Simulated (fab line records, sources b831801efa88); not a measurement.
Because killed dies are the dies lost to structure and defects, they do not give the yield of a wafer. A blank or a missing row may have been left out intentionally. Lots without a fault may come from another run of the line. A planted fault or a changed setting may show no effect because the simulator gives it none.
Chamber matching || flow gf180mcu || 4 sister chambers for GF_V5_CMP_26 on cmp-02
The step polishes, stops on SiO2, t overpolish 15 s, target thk 0 nm. 4 wafers are shown with their chamber, then 12 later ones without.

## EACH WAFER AND ITS CHAMBER
{"wafer": "L088.2", "chamber": 1, "motor current A (A)": 10.2}
{"wafer": "L090.1", "chamber": 0, "motor current A (A)": 9.9}
{"wafer": "L090.4", "chamber": 2, "motor current A (A)": 12.0}
{"wafer": "L090.5", "chamber": 3, "motor current A (A)": 9.1}

## WAFERS WHOSE CHAMBER IS MISSING
{"wafer": "L091.1", "motor current A (A)": 12.4}
{"wafer": "L091.2", "motor current A (A)": 10.9}
{"wafer": "L091.5", "motor current A (A)": 11.1}
{"wafer": "L092.2", "motor current A (A)": 9.1}
{"wafer": "L092.4", "motor current A (A)": 12.7}
{"wafer": "L092.5", "motor current A (A)": 12.5}
{"wafer": "L095.1", "motor current A (A)": 12.3}
{"wafer": "L095.4", "motor current A (A)": 9.6}
{"wafer": "L095.5", "motor current A (A)": 10.8}
{"wafer": "L097.1", "motor current A (A)": 10.0}
{"wafer": "L097.5", "motor current A (A)": 9.9}
{"wafer": "L097.6", "motor current A (A)": 10.4}

## WHICH CHAMBER EACH ONE RAN IN
{"wafer": "L091.1", "from the rows above": 2, "in truth": 2}
{"wafer": "L091.2", "from the rows above": "can't be placed: 1 or 0 or 2", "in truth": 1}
{"wafer": "L091.5", "from the rows above": "can't be placed: 1 or 2 or 0", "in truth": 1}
{"wafer": "L092.2", "from the rows above": "can't be placed: 3 or 0", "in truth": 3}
{"wafer": "L092.4", "from the rows above": 2, "in truth": 2}
{"wafer": "L092.5", "from the rows above": 2, "in truth": 2}
{"wafer": "L095.1", "from the rows above": 2, "in truth": 2}
{"wafer": "L095.4", "from the rows above": "can't be placed: 0 or 3 or 1", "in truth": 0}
{"wafer": "L095.5", "from the rows above": "can't be placed: 1 or 0 or 2", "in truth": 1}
{"wafer": "L097.1", "from the rows above": "can't be placed: 0 or 1 or 3", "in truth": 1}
{"wafer": "L097.5", "from the rows above": "can't be placed: 0 or 1 or 3", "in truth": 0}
{"wafer": "L097.6", "from the rows above": "can't be placed: 1 or 0", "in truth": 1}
4 of 12 placed correctly. Cannot be placed on the basis of these rows: 8; the candidates contain the true chamber in 8. Wrongly placed: 0.
How it was worked out, from the rows above alone: a wafer's distance from a chamber is the root of the sum, over the readings, of the square of ((its reading less the chamber's mean) divided by the reading's scatter). If the next closest chamber is less than 2 further off than the closest, the wafer can't be placed; otherwise it belongs to the closest. For every chamber, the mean is computed from those of its wafers that are shown. The scatter: root of mean squared gap, hidden wafer to nearest shown wafer, with one shown wafer a chamber.
